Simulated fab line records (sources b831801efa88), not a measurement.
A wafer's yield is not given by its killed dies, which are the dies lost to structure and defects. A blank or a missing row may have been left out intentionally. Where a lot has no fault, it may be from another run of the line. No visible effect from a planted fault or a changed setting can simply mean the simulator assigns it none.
fab line records	flow sfq_line
[record] lots = 7	wafers = 21	last_day = 94
route steps=325 shown M5@208 A5B@209 R5@212
lots that met no fault: from a run of the same line without faults
start_h: hours from the record's opening day to when the first of the lot's shown wafers began	wait_h: hours from the lot's prior step to this one	" same as the row above	L1.1+2: a row that stands for several wafers	- no value, or no start given	* or withheld: withheld	< > ~ a bound
route shown NAME@n: a module of which the file shows steps, and the number in the route of the first	usual: mean/standard deviation taken from wafers without a fault	same: alike in all rows	chamber/n: place in a boat	sites: per-site readings	_std_site: standard deviation across them	_edge_site: outer sites' mean less inner sites'	radius_mm: how far each site lies from the wafer's centre	mask NAME#n: copy n	behind: tool/chamber where the wafer was last shaped	hold: why the lot went on hold/how many hours it stayed there/how the hold came to an end	device: names the non-switching transistor (n, p or np)	end of line: the same wafers' tests at the end of the route	a step with no rows: only its recipe	killed: dies that structure and defects cost at the first sort, which is not the same as the wafer's yield	map: per-die view of a wafer (x killed, . not killed, _ where there is no die)
set.NAME: the setting the step ran with; set.NAME@STEP: the setting that earlier step ran with	model.NAME: the simulator's own value behind a step, which no gauge read
lots at some steps of the route; a table a step, a row a wafer
services: a tool's chamber out of use, with start hour (start_h, from the record's first day; less than 0 if before it), hours out, and reason
[[steps]]
[step SFQ_TRILAYER_M5_STRIP_SOLV_CLEAN_128]
[recipe] chemistry = NMP	temp_c = 70	time_s = 600
[step SFQ_TRILAYER_A5B_DEP_PECVD_129]
[recipe] material = SiO2	temp_c = 150	time_s = 133.33	pressure_torr = 2.4	rf_w = 183.3	precursor = SiH4/N2O	target_thk_nm = 600
[usual] heater_power_w = 94/13	rf_fwd_power_W = 182.4/0.52	throttle_valve_pct = 25.4/1.9
lot.wafer	tool	chamber	start_h	wait_h	heater_power_w	rf_fwd_power_W	throttle_valve_pct
L440.2	pecvd-01	0	1544.27	0.0	80	181.6	25.4
L440.3	"	1	"	"	98	181.6	28.2
L440.5	"	2	"	"	108	182.3	26.1
L441.2	pecvd-04	2	1656.08	0.0	97	181.3	23.4
L441.4	"	2	"	"	102	182.2	23.3
L441.6	"	0	"	"	112	182.6	24.6
L443.1	pecvd-01	1	1677.39	0.0	92	182.0	28.4
L443.2	"	2	"	"	108	182.6	26.3
L443.3	"	0	"	"	84	182.9	25.1
L444.2	pecvd-01	2	1685.79	0.0	109	182.4	25.9
L444.4	"	1	"	"	102	183.3	28.4
L444.6	"	2	"	"	90	182.3	26.1
L445.1	pecvd-02	1	1726.86	0.0	97	181.6	25.8
L445.2	"	2	"	"	112	183.0	29.6
L445.5	"	2	"	"	114	182.8	29.5
L454.3	pecvd-02	2	1783.42	0.0	107	182.5	29.5
L454.4	"	1	"	"	105	182.4	25.9
L454.5	"	2	"	"	111	182.4	29.5
L460.4	pecvd-02	0	1806.58	0.0	82	183.6	24.8
L460.5	"	1	"	"	104	182.4	25.7
L460.6	"	2	"	"	102	182.3	29.8
[step SFQ_TRILAYER_A5B_CMP_CMP_130]
[recipe] stop_on = Nb	down_force_psi = 3	platen_rpm = 60	target_thk_nm = 340.7
[usual] motor_current_A = 10.2/0.84	retaining_ring_pressure_frac = 0.999/0.0047
lot.wafer	tool	chamber	start_h	wait_h	motor_current_A	retaining_ring_pressure_frac
L440.2	cmp-01	3	1544.86	0.5	10.6	0.992
L440.3	"	1	1545.86	1.5	10.3	1.002
L440.5	"	2	"	"	10.0	1.000
L441.4	cmp-02	0	1657.05	0.9	8.1	1.000
L441.2	"	1	"	"	10.6	0.998
L441.6	"	1	1659.55	3.4	10.1	1.001
L443.1	cmp-01	1	1678.75	1.3	10.1	1.003
L443.3	"	2	"	"	10.1	1.001
L443.2	"	3	"	"	10.7	0.997
L444.4	cmp-01	2	1687.25	1.4	9.6	1.001
L444.2	"	0	1688.25	2.4	10.6	1.006
L444.6	"	2	1689.25	3.4	9.9	1.013
L445.2	cmp-01	3	1728.90	2.0	10.1	0.997
L445.1	"	1	1729.90	3.0	10.4	1.001
L445.5	"	0	1731.40	4.5	10.4	0.997
L454.4	cmp-01	1	1783.51	0.0	10.3	0.996
L454.3	"	2	"	"	9.8	0.994
L454.5	"	2	1786.01	2.5	9.5	0.996
L460.4	cmp-01	1	1806.62	0.0	10.5	1.006
L460.6	"	1	1808.62	2.0	10.2	1.003
L460.5	"	2	"	"	9.7	1.006
[step SFQ_TRILAYER_A5B_METRO_MEASURE_131]
[step SFQ_TRILAYER_R5_DEP_SPUTTER_132]
[recipe] material = Ti	base_pressure_pa = 1.33e-06	target_thk_nm = 5	power_w = 2000	time_s = 5	chamber_pressure_pa = 0.4
[step SFQ_TRILAYER_R5_DEP_SPUTTER_133]
[recipe] material = MoNx	base_pressure_pa = 1.33e-06	target_thk_nm = 40	power_w = 1000	time_s = 66.7	chamber_pressure_pa = 0.4
[usual] throttle_valve_pct = 30.5/1.2
lot.wafer	tool	chamber	start_h	wait_h	throttle_valve_pct
L440.2	pvd_sputter-05	-	1548.58	0.0	31.3
L440.3	"	-	"	"	27.8
L440.5	"	-	"	"	31.5
L441.2	pvd_sputter-06	-	1661.27	0.0	32.6
L441.4	"	-	"	"	30.1
L441.6	"	-	"	"	30.4
L443.1	pvd_sputter-06	-	1682.47	0.0	30.6
L443.2	"	-	"	"	32.9
L443.3	"	-	"	"	30.4
L444.2	pvd_sputter-05	-	1691.47	0.0	31.5
L444.4	"	-	"	"	27.9
L444.6	"	-	"	"	27.8
L445.1	pvd_sputter-06	-	1733.12	0.0	29.9
L445.2	"	-	"	"	30.3
L445.5	"	-	"	"	30.9
L454.3	pvd_sputter-05	-	1787.73	0.0	30.7
L454.4	"	-	"	"	28.1
L454.5	"	-	"	"	27.8
L460.4	pvd_sputter-06	-	1810.84	0.0	30.2
L460.5	"	-	"	"	30.7
L460.6	"	-	"	"	30.5
[step SFQ_TRILAYER_R5_DEP_SPUTTER_134]
[recipe] material = Ti	base_pressure_pa = 1.33e-06	target_thk_nm = 5	power_w = 2000	time_s = 5	chamber_pressure_pa = 0.4
[usual] throttle_valve_pct = 30.5/1.2
lot.wafer	tool	chamber	start_h	wait_h	throttle_valve_pct
L440.2	pvd_sputter-05	-	1548.64	0.0	31.4
L440.3	"	-	"	"	27.7
L440.5	"	-	"	"	31.8
L441.2	pvd_sputter-06	-	1661.32	0.0	32.9
L441.4	"	-	"	"	30.1
L441.6	"	-	"	"	30.4
L443.1	pvd_sputter-06	-	1682.53	0.0	30.3
L443.2	"	-	"	"	32.7
L443.3	"	-	"	"	30.3
L444.2	pvd_sputter-05	-	1691.53	0.0	31.3
L444.4	"	-	"	"	27.8
L444.6	"	-	"	"	27.8
L445.1	pvd_sputter-06	-	1733.18	0.0	30.2
L445.2	"	-	"	"	30.2
L445.5	"	-	"	"	30.7
L454.3	pvd_sputter-05	-	1787.78	0.0	30.8
L454.4	"	-	"	"	27.9
L454.5	"	-	"	"	28.1
L460.4	pvd_sputter-06	-	1810.90	0.0	30.5
L460.5	"	-	"	"	30.5
L460.6	"	-	"	"	30.1
[step SFQ_R5_RS_MEAS_933]
[recipe] thk_meas_gauge = four-point-probe	reads = Ti_of_TRILAYER_R5_DEP_SPUTTER_134+MoNx_of_TRILAYER_R5_DEP_SPUTTER_133+Ti_of_TRILAYER_R5_DEP_SPUTTER_132
[usual] R5_MONX_RS = 7.07/0.094
lot.wafer	tool	chamber	start_h	wait_h	R5_MONX_RS[ohm/sq]
L440.2	film_metro-01	-	1548.67	0.0	7.09
L440.3	"	-	"	"	7.11
L440.5	"	-	"	"	7.17
L441.2	film_metro-04	-	1661.36	0.0	7.10
L441.4	"	-	"	"	7.09
L441.6	"	-	"	"	7.02
L443.1	film_metro-01	-	1682.54	0.0	7.02
L443.2	"	-	"	"	7.20
L443.3	"	-	"	"	7.07
L444.2	film_metro-04	-	1691.56	0.0	7.02
L444.4	"	-	"	"	6.99
L444.6	"	-	"	"	6.99
L445.1	film_metro-04	-	1733.19	0.0	7.14
L445.2	"	-	"	"	7.11
L445.5	"	-	"	"	7.03
L454.3	film_metro-04	-	1787.84	0.0	6.97
L454.4	"	-	"	"	7.08
L454.5	"	-	"	"	7.05
L460.4	film_metro-04	-	1810.98	0.1	7.26
L460.5	"	-	"	"	7.16
L460.6	"	-	"	"	7.20
[step SFQ_R5_THK_MEAS_934]
[recipe] thk_meas_gauge = xrf	reads = MoNx_of_TRILAYER_R5_DEP_SPUTTER_133
[usual] R5_MONX_THK = 40.0/0.6
lot.wafer	tool	chamber	start_h	wait_h	R5_MONX_THK[nm]
L440.2	film_metro-01	-	1548.78	0.1	39.8
L440.3	"	-	"	"	39.8
L440.5	"	-	"	"	39.9
L441.2	film_metro-04	-	1661.47	0.1	39.6
L441.4	"	-	"	"	40.0
L441.6	"	-	"	"	40.2
L443.1	film_metro-01	-	1682.66	0.1	40.8
L443.2	"	-	"	"	39.0
L443.3	"	-	"	"	40.1
L444.2	film_metro-04	-	1691.67	0.1	40.2
L444.4	"	-	"	"	40.8
L444.6	"	-	"	"	40.6
L445.1	film_metro-04	-	1733.31	0.1	39.4
L445.2	"	-	"	"	39.5
L445.5	"	-	"	"	40.1
L454.3	film_metro-04	-	1787.94	0.1	40.4
L454.4	"	-	"	"	40.0
L454.5	"	-	"	"	40.0
L460.4	film_metro-04	-	1811.07	0.1	39.0
L460.5	"	-	"	"	39.6
L460.6	"	-	"	"	39.3
[step SFQ_TRILAYER_R5_LITHO_COAT_141]
[recipe] resist = BARC	spin_rpm = 3000	resist_thk_nm = 62
[step SFQ_TRILAYER_R5_LITHO_COAT_136]
[recipe] resist = KrF	spin_rpm = 3000	resist_thk_nm = 600
[step SFQ_TRILAYER_R5_LITHO_SOFTBAKE_140]
[recipe] temp_c = withheld	time_s = withheld	resist = KrF
[step SFQ_TRILAYER_R5_LITHO_EXPOSE_137]
[recipe] mask_id = R5	na = 0.6	source_shape = conventional	sigma_outer = 0.65	target_cd_nm = 500	dose_mj = 14.4
[usual] exposure_dose_mJ_cm2 = 14.402/0.015
lot.wafer	tool	chamber	start_h	wait_h	mask	exposure_dose_mJ_cm2
L440.2	krf_scanner-01	0	1566.87	-	R5#0	14.402
L440.3	"	0	"	"	R5#0	14.406
L440.5	"	0	"	"	R5#0	14.419
L441.2	krf_scanner-02	0	1662.60	-	R5#0	14.413
L441.4	"	0	"	"	R5#0	14.415
L441.6	"	0	"	"	R5#0	14.405
L443.1	krf_scanner-02	0	1683.47	-	R5#0	13.507
L443.2	"	0	"	"	R5#0	13.510
L443.3	"	0	"	"	R5#0	13.478
L444.2	krf_scanner-02	0	1692.67	-	R5#0	13.505
L444.4	"	0	"	"	R5#0	13.524
L444.6	"	0	"	"	R5#0	13.500
L445.1	krf_scanner-02	0	1735.28	-	R5#0	13.497
L445.2	"	0	"	"	R5#0	13.490
L445.5	"	0	"	"	R5#0	13.512
L454.3	krf_scanner-01	0	1790.90	-	R5#0	14.420
L454.4	"	0	"	"	R5#0	14.441
L454.5	"	0	"	"	R5#0	14.407
L460.4	krf_scanner-01	0	1812.45	-	R5#0	14.414
L460.5	"	0	"	"	R5#0	14.408
L460.6	"	0	"	"	R5#0	14.405
[step SFQ_TRILAYER_R5_LITHO_PEB_139]
[recipe] peb_temp_c = 115	peb_time_s = 60	resist = KrF
[step SFQ_TRILAYER_R5_LITHO_DEVELOP_138]
[recipe] time_s = 60	resist = KrF
[step SFQ_R5_OVL_MEAS_935]
[usual] R5_OVL = 0/5.5
lot.wafer	tool	chamber	start_h	wait_h	R5_OVL[nm]
L440.2	overlay-01	-	1568.17	0.1	-2
L440.3	"	-	"	"	0
L440.5	"	-	"	"	1
L441.2	overlay-01	-	1663.91	0.1	6
L441.4	"	-	"	"	0
L441.6	"	-	"	"	9
L443.1	overlay-02	-	1684.97	0.1	5
L443.2	"	-	"	"	7
L443.3	"	-	"	"	10
L444.2	overlay-02	-	1693.98	0.1	-6
L444.4	"	-	"	"	-5
L444.6	"	-	"	"	-2
L445.1	overlay-01	-	1736.78	0.1	0
L445.2	"	-	"	"	-2
L445.5	"	-	"	"	-3
L454.3	overlay-02	-	1792.01	0.1	-5
L454.4	"	-	"	"	1
L454.5	"	-	"	"	-1
L460.4	overlay-02	-	1813.36	0.1	0
L460.5	"	-	"	"	-1
L460.6	"	-	"	"	5
[step SFQ_TRILAYER_R5_BARC_OPEN_METAL_ETCH_177]
[recipe] mask_material = PR	chemistry = O2	target_depth_nm = 125	target = BARC	icp_w = 600	bias_w = 80	pressure_mtorr = 10	time_s = 41.7
[usual] drypump_motor_current_A = 5.6/0.47	oes_product_au = 0.686/0.0049	rf_fwd_power_W = 594.9/2.9
lot.wafer	tool	chamber	start_h	wait_h	drypump_motor_current_A	oes_product_au	rf_fwd_power_W	rf_hours_counter_h	model.R5.cd_nm
L440.2	rie_metal-02	0	1568.22	0.0	5.3	0.690	595.5	-	499.2
L440.3	"	0	"	"	5.3	0.683	592.7	-	497.6
L440.5	"	0	"	"	5.3	0.690	594.2	-	500.7
L441.2	rie_metal-04	1	1663.94	0.0	5.2	0.678	595.4	41	500.7
L441.4	"	0	"	"	5.3	0.688	598.1	-	500.4
L441.6	"	0	"	"	5.3	0.695	597.3	-	501.7
L443.1	rie_metal-04	0	1685.01	0.0	5.3	0.686	595.8	37	510
L443.2	"	1	"	"	5.2	0.684	596.3	45	509.6
L443.3	"	0	"	"	5.3	0.686	593.5	-	509.7
L444.2	rie_metal-03	1	1694.01	0.0	5.8	0.689	589.0	46	509.2
L444.4	"	0	"	"	5.5	0.691	598.1	-	511
L444.6	"	1	"	"	5.8	0.681	588.3	-	510.3
L445.1	rie_metal-02	1	1736.82	0.0	6.5	0.681	596.2	47	510.1
L445.2	"	0	"	"	5.3	0.681	594.4	92	511
L445.5	"	1	"	"	6.4	0.691	596.9	-	511.2
L454.3	rie_metal-02	1	1792.06	0.0	6.4	0.686	597.7	-	500
L454.4	"	0	"	"	5.3	0.690	594.7	-	499.4
L454.5	"	0	"	"	5.3	0.693	596.1	-	499.4
L460.4	rie_metal-02	0	1813.40	0.0	5.3	0.693	593.6	-	497.6
L460.5	"	0	"	"	5.3	0.691	595.1	-	498.8
L460.6	"	1	"	"	6.4	0.691	595.9	-	499.2
[step SFQ_TRILAYER_R5_ETCH_METAL_ETCH_139]
[recipe] stop_on = SiO2	mask_material = PR	chemistry = Cl2	target_depth_nm = 60	icp_w = 600	bias_w = 80	pressure_mtorr = 10	time_s = 40
[usual] drypump_motor_current_A = 5.6/0.47	oes_product_au = 0.992/0.0048	rf_fwd_power_W = 595/3.3
lot.wafer	tool	chamber	start_h	wait_h	drypump_motor_current_A	oes_product_au	rf_fwd_power_W	rf_hours_counter_h	model.R5.cd_nm
L440.2	rie_metal-02	0	1568.34	0.1	5.3	0.991	594	-	498.6
L440.3	"	0	"	"	5.3	0.997	594	-	497.4
L440.5	"	0	"	"	5.3	0.990	595	-	500.1
L441.2	rie_metal-04	1	1664.00	0.0	5.2	0.992	595	41	501.6
L441.4	"	0	"	"	5.2	0.997	596	-	499.9
L441.6	"	0	"	"	5.3	0.990	596	-	501.3
L443.1	rie_metal-04	0	1685.07	0.0	5.3	0.987	593	37	509.7
L443.2	"	1	"	"	5.1	0.984	599	45	510.8
L443.3	"	0	"	"	5.3	0.992	595	-	509.6
L444.2	rie_metal-03	1	1694.07	0.0	5.8	0.992	587	46	509
L444.4	"	0	"	"	5.5	0.991	595	-	510.4
L444.6	"	1	"	"	5.8	0.990	586	-	510.2
L445.1	rie_metal-02	1	1736.88	0.0	6.5	0.989	594	47	510.3
L445.2	"	0	"	"	5.3	0.989	596	92	511
L445.5	"	1	"	"	6.4	1.001	599	-	511
L454.3	rie_metal-02	1	1792.12	0.0	6.4	0.992	601	-	500.2
L454.4	"	0	"	"	5.3	0.991	596	-	499.2
L454.5	"	0	"	"	5.3	0.997	594	-	499.7
L460.4	rie_metal-02	0	1813.46	0.0	5.3	0.987	596	-	497.3
L460.5	"	0	"	"	5.3	0.995	593	-	498.6
L460.6	"	1	"	"	6.5	0.987	595	-	499.1
[step SFQ_TRILAYER_R5_STRIP_STRIP_140]
[recipe] gas = O2	power_w = 200	platen_temp_c = 40	overash_fraction = 0.65	chemistry = O2	pressure_mtorr = 50
[usual] drypump_motor_current_A = 5.6/0.47	oes_product_au = 1.003/0.0067	platen_temp_c = 39.99/0.099
[same] overash_fraction = 0.65
lot.wafer	tool	chamber	start_h	wait_h	drypump_motor_current_A	oes_product_au	platen_temp_c	rf_hours_counter_h
L440.2	rie_metal-02	0	1568.64	0.3	5.3	1.002	40.09	-
L440.3	"	0	"	"	5.3	1.008	40.04	-
L440.5	"	0	"	"	5.3	1.008	39.91	-
L441.2	rie_metal-04	1	1664.05	0.0	5.2	0.997	39.89	41
L441.4	"	0	"	"	5.3	1.005	39.95	-
L441.6	"	0	"	"	5.3	1.010	39.90	-
L443.1	rie_metal-04	0	1685.13	0.0	5.3	0.999	40.00	37
L443.2	"	1	"	"	5.2	1.002	39.95	45
L443.3	"	0	"	"	5.3	0.996	39.90	-
L444.2	rie_metal-03	1	1694.13	0.0	5.8	1.007	39.89	46
L444.4	"	0	"	"	5.5	1.000	39.99	-
L444.6	"	1	"	"	5.8	0.998	40.02	-
L445.1	rie_metal-02	1	1736.94	0.0	6.4	1.009	40.00	47
L445.2	"	0	"	"	5.3	1.010	40.14	92
L445.5	"	1	"	"	6.4	1.007	40.01	-
L454.3	rie_metal-02	1	1792.36	0.2	6.4	1.005	40.03	-
L454.4	"	0	"	"	5.3	1.016	39.87	-
L454.5	"	0	"	"	5.3	1.002	39.96	-
L460.4	rie_metal-02	0	1813.70	0.2	5.3	1.003	39.83	-
L460.5	"	0	"	"	5.3	1.004	39.90	-
L460.6	"	1	"	"	6.5	0.999	39.96	-
[[services]]
tool	chamber	start_h	hours	kind
pvd_sputter-05	-	1524.43	1.0	repair
cmp-01	-	1533.56	2.9	repair
rie_metal-04	0	1538.48	6.0	repair
cmp-01	-	1539.14	0.8	repair
pvd_sputter-06	-	1539.41	5.5	repair
krf_scanner-02	-	1542.97	1.0	pm
rie_metal-02	1	1546.70	27.2	repair
cmp-01	-	1585.72	1.3	repair
krf_scanner-02	-	1592.42	0.8	pm
cmp-01	-	1595.24	1.9	repair
cmp-01	-	1597.18	4.0	pm
pvd_sputter-06	-	1623.30	4.1	repair
cmp-01	-	1631.64	3.5	pm
krf_scanner-02	-	1634.42	2.1	repair
krf_scanner-02	-	1658.31	1.3	pm
rie_metal-04	0	1668.23	7.6	repair
krf_scanner-02	-	1679.50	0.6	repair
cmp-01	-	1711.49	11.4	repair
krf_scanner-02	-	1712.15	1.0	pm
krf_scanner-02	-	1713.15	4.0	pm
krf_scanner-02	-	1728.59	0.7	repair
pvd_sputter-05	-	1751.82	9.0	repair
cmp-01	-	1774.08	2.1	repair
rie_metal-04	1	1809.49	3.3	repair
[[key]]
[first_sign] step = SFQ_TRILAYER_R5_LITHO_EXPOSE_137	reading = exposure_dose_mJ_cm2	direction = down	sigmas = 59	usual = 14.402	struck = 13.503
effect none on later readings
[model_effect] step = SFQ_TRILAYER_R5_BARC_OPEN_METAL_ETCH_177	value = R5.cd_nm	without = 499.9	struck = 510.2
[model_effect] step = SFQ_TRILAYER_R5_ETCH_METAL_ETCH_139	value = R5.cd_nm	without = 499.9	struck = 510.2
met_at SFQ_TRILAYER_R5_LITHO_EXPOSE_137
struck_wafers L443.1,L443.2,L443.3,L444.2,L444.4,L444.6,L445.1,L445.2,L445.5
onset_between 1662.60 1683.47
[fault] kind = process_parameter_drift	tool = krf_scanner-02	chamber = -	onset_h = 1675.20	steps = SFQ_TRILAYER_R5_LITHO_EXPOSE_137	channel = dose_mj	offset = -0.89451	shape = step	acts_in = these_recipes_only	stated = 14.4
